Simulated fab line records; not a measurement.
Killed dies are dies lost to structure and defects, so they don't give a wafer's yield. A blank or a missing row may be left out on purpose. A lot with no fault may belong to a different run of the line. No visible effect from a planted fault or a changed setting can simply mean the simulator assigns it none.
A struck lot beside a sound one    flow sky130    15 out of 708 route steps
Sound: wafers L787.1, L787.3, L787.4. Struck: wafers L802.5, L802.6. (L802.3 of the same lot was not struck and is left out.) The cause comes at the end.
Order at every step that has rows: each side's tool, ch and its chambers, its first start. Under that, the readings that differ: sound wafers    struck wafers    difference of the means    sigmas: that difference in standard deviations of wafers without a fault.
alike: same words and numbers on both sides, and readings whose means sit less than 2 such deviations apart. not compared: any withheld reading, any reading some wafer has no value for, any bound like >300 that may hide the same value, and any number with overlapping values for which the record gives no deviation.
A row with sigmas, a row that says differs or no value, or rows on one side alone: a step with any of these is where the two part. Numbers that don't overlap but have no deviation are shown without sigmas and don't part them. A reading missing from all wafers of one side parts the sides only when that side holds two or more wafers.

first, 4 steps without rows for these wafers: SKY_LDD_N_IMPLANT_12; SKY_LDD_N_IMPLANT_13; SKY_LDD_N_IMPLANT_14; SKY_LDD_N_IMPLANT_15.
SKY_LDD_N_STRIP_16: strips in O2/N2.
  sound on plasma-asher-02 ch 0,1, day 18 13:36; struck on plasma-asher-03 ch 0,1, day 23 20:10
  alike: drypump-motor-current-A, oes-product-au, strip-time-to-endpoint-s
  not compared: rf-hours-counter-h
SKY_LDD_N_TW_MEAS_17:
  sound on film-metro-03, day 18 13:42; struck on film-metro-02, day 23 20:16
  alike: LDD_N_TW
then, 6 steps without rows for these wafers: SKY_LDD_P_DEHYDRATE_00 (time 60 s); SKY_LDD_P_HMDS_01 (prime time 60 s); SKY_LDD_P_COAT_02 (resist thk 1140 nm); SKY_LDD_P_SOFTBAKE_03 (time 60 s); SKY_LDD_P_EXPOSE_04 (exposes mask PSDM, target cd 380 nm); SKY_LDD_P_PEB_05.
SKY_LDD_P_DEVELOP_06: develop time 60 s.
  sound on litho-track-04 ch 0, day 19 20:13; struck on litho-track-01 ch 0, day 25 02:19
SKY_LDD_P_CD_MEAS_07 targets a cd of 380 nm.
  sound on cd-sem-01, day 19 20:22; struck on cd-sem-01, day 25 02:27
reading     sound              struck       difference  sigmas
cd-nm (nm)  387.4 386.9 383.2  400.6 400.6  +14.8       +6
SKY_LDD_P_OVL_MEAS_08:
  sound on overlay-01, day 19 20:29; struck on overlay-02, day 25 02:32
  alike: LDD_P_OVL

## WHERE THEY PART
Only at SKY_LDD_P_CD_MEAS_07, as far as this record shows. Later steps at which nothing parts them and some readings are alike: SKY_LDD_P_OVL_MEAS_08.

WHY: what had been put in by the simulator
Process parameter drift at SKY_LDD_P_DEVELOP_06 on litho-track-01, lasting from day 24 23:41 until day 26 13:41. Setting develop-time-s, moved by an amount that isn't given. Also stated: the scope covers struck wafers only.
